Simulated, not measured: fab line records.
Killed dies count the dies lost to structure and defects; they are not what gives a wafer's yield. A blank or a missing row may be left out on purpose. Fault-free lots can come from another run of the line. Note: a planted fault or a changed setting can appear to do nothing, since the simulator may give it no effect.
Matching of chambers | flow sky130 | 4 sister chambers for SKY_VIA3_ETCH_14 on rie-diel-03
The step etches BARC in N2/H2, stops on SiO2, time 45.9 s, target depth 60 nm. 4 wafers are shown with their chamber, then 12 later ones without.

EACH WAFER AND ITS CHAMBER
wafer  | chamber | oes-product-au (a.u.)
L085.3 | 1       | 0.847
L089.3 | 2       | 0.852
L089.5 | 3       | 0.852
L089.6 | 0       | 0.854

WAFERS WITHOUT THEIR CHAMBER
wafer  | oes-product-au (a.u.)
L090.1 | 0.857
L090.3 | 0.854
L090.5 | 0.856
L091.1 | 0.858
L091.2 | 0.857
L091.6 | 0.854
L093.2 | 0.850
L093.4 | 0.845
L093.6 | 0.857
L095.2 | 0.862
L095.5 | 0.846
L095.6 | 0.853

WHICH CHAMBER EACH WENT THROUGH
wafer  | from the rows above               | in truth
L090.1 | can't be placed: 0 or 2 or 3      | 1
L090.3 | can't be placed: 0 or 2 or 3      | 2
L090.5 | can't be placed: 0 or 2 or 3      | 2
L091.1 | can't be placed: 0 or 2 or 3      | 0
L091.2 | can't be placed: 0 or 2 or 3      | 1
L091.6 | can't be placed: 0 or 2 or 3      | 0
L093.2 | can't be placed: 2 or 3 or 1 or 0 | 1
L093.4 | can't be placed: 1 or 2 or 3      | 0
L093.6 | can't be placed: 0 or 2 or 3      | 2
L095.2 | can't be placed: 0 or 2 or 3      | 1
L095.5 | can't be placed: 1 or 2 or 3      | 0
L095.6 | can't be placed: 0 or 2 or 3 or 1 | 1
0 of 12 placed correctly. From these rows, 12 cannot be placed; in 7 the true chamber is one of the candidates. Placed wrongly: 0.
How it was worked out, from the rows above alone: a wafer's distance from a chamber is the root of the sum, over the readings, of the square of ((its reading less the chamber's mean) divided by the reading's scatter). The wafer belongs to the nearest chamber; if the next one is less than 2 further off, it can't be placed. For every chamber, the mean is computed from those of its wafers that are shown. The scatter: root of mean squared gap, hidden wafer to nearest shown wafer, with one shown wafer a chamber.
